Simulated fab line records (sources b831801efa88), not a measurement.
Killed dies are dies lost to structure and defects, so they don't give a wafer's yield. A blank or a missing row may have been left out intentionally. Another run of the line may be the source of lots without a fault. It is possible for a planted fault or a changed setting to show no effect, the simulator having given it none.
Which tool is to blame? -- flow sfq line -- 7 lots with 21 wafers sampled at 3 steps, on a route of 325 steps

== WHAT EACH GAUGE READ, for each wafer ==
SFQ_I4_OVL_MEAS_928.
lot,measured,on,I4_OVL (nm)
L959,day 50 19:36,overlay-02,3 6 7
L963,day 56 13:08,overlay-02,-2 -3 1
L966,day 62 03:07,overlay-02,0 -1 -9
L972,day 62 22:18,overlay-02,-5 0 -4
L975,day 63 06:42,overlay-02,-6 -6 -6
L977,day 63 16:18,overlay-02,-5 -10 -12
L980,day 64 01:14,overlay-02,-9 -6 -17

== EACH LOT AND THE TOOL THAT RAN IT (in order: tool; ch and the chambers of the sampled wafers; start) ==
lot,SFQ_TRILAYER_M2_BARC_OPEN_METAL_ETCH_077,SFQ_TRILAYER_M4_DEP_SPUTTER_091
L959,"rie metal-02 ch 0,1, day 36 14:39","pvd sputter-04, day 44 16:37"
L963,"rie metal-02 ch 0,1, day 38 03:51","pvd sputter-04, day 51 04:59"
L966,"rie metal-02 ch 0,1, day 39 11:40","pvd sputter-05, day 56 08:07"
L972,"rie metal-02 ch 0,1, day 40 00:52","pvd sputter-05, day 57 03:19"
L975,"rie metal-01 ch 0,1, day 40 08:04","pvd sputter-05, day 57 08:07"
L977,"rie metal-01 ch 0,1, day 40 11:40","pvd sputter-05, day 57 15:19"
L980,"rie metal-01 ch 0,1, day 40 16:28","pvd sputter-05, day 58 02:25"
- SFQ_TRILAYER_M2_BARC_OPEN_METAL_ETCH_077: etches BARC in O2, target depth 125 nm, time 41.7 s.
- SFQ_TRILAYER_M4_DEP_SPUTTER_091: material Nb, target thk 200 nm, time 133.3 s.

== THE ANSWER, worked out from the rows above alone ==
Rule: the lots themselves supply what counts as usual. The widest of any qualifying gaps counts: lots, ordered by their means at a reading, are off when they make up no more than a third of the lots, leave a main group of 4 or more, and stand apart from it by 3 or more times the standard deviation of that group's means. Not used: any main group whose means are identical at the precision the tables above print for the reading. A lot without any number at a reading at which 4 lots or more have one is off too. Where the step has rows for the other lots, those lots are counted as sound.
No lot is off on any of the readings shown, so nothing can be concluded from this.

== WHAT THE SIMULATOR HAD INSERTED ==
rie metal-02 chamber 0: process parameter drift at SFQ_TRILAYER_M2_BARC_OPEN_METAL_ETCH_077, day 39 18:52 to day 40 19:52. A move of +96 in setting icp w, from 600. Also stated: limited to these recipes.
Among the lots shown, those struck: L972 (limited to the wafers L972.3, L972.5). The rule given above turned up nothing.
